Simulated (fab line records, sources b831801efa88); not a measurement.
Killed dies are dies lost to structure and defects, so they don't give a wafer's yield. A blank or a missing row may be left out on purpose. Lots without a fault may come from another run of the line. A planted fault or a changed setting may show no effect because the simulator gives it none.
Problem report in the 8D (eight disciplines) form, filled by code | flow sfq_line | the parts of the form that need people (team, actions taken, sign-off) are left out

1. THE PROBLEM
chamber_pressure_mTorr at SFQ_TRILAYER_M3_BARC_OPEN_METAL_ETCH_100 reads a mean of 12.002 mTorr on 5 wafers of 2 lots; wafers without a fault read 10.000 mTorr with a standard deviation of 0.0087. That is +99 or more standard deviations from the usual mean.
The step: etches BARC in O2, target depth 125 nm, time 41.7 s.
First seen on wafer L165.3, day 38 07:12, on rie_metal-03. The record holds 41 wafers of 14 lots with a number at this step. Rule for "out", or "out of limits": more than 4 standard deviations from the usual mean. The other wafers with a number count as sound.

2. WHAT IT IS AND WHAT IT IS NOT
question                    | is                     | is not
which readings at this step | chamber_pressure_mTorr | drypump_motor_current_A, oes_product_au
which lots                  | L165, L166             | L152, L153, L154, L155, L156, L158, L160, L161, L162, L163, L167, L172
which wafers of those lots  | all that have a number | -
read on which tools         | rie_metal-03           | rie_metal-01, rie_metal-04
when                        | from day 38 07:12      | up to then (30 sound wafers); but 6 sound wafers of L167, L172 came after

3. SUSPECTS, AND WHAT RULES EACH OUT
Counting: a tool at a process step up to the reading stays a suspect if it ran every lot that is out and no sound lot after the first of them.
- rie_metal-03 at SFQ_TRILAYER_M3_BARC_OPEN_METAL_ETCH_100 (etches BARC in O2, target depth 125 nm, time 41.7 s): kept. It ran every lot that is out, first L165 (day 38 07:12), and no sound lot after that; its last sound lot up to then is L161 (day 37 01:11). Its own readings are out on those wafers: chamber_pressure_mTorr.
Left after counting: rie_metal-03 at SFQ_TRILAYER_M3_BARC_OPEN_METAL_ETCH_100.

4. THE CAUSE (what the simulator had put in)
Process parameter drift: rie_metal-03, from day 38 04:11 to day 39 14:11, at SFQ_TRILAYER_M3_BARC_OPEN_METAL_ETCH_100. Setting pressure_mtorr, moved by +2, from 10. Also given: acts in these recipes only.
Counting left only this tool.

5. THE CHAIN OF EFFECTS, in route order
Each row: a reading whose mean over the struck wafers that have a number lies more than 3 standard deviations from the usual. Only readings for which the record gives a usual standard deviation are gone through. hours: the time from each lot's start at the first step in this table that gives one to its start at this step, as a median over the lots. sigmas: the change in usual standard deviations.
hours | step                                     | reading                | usual        | on struck wafers | change | sigmas
0     | SFQ_TRILAYER_M3_BARC_OPEN_METAL_ETCH_100 | chamber_pressure_mTorr | 10.000 mTorr | 12.002           | +2.002 | +99 or more
The process steps in it:
- SFQ_TRILAYER_M3_BARC_OPEN_METAL_ETCH_100: etches BARC in O2, target depth 125 nm, time 41.7 s.

6. WHAT WOULD HAVE CAUGHT IT SOONER
In this record the first reading out of limits was taken at day 38 07:12, 3 hours after the fault began at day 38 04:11.
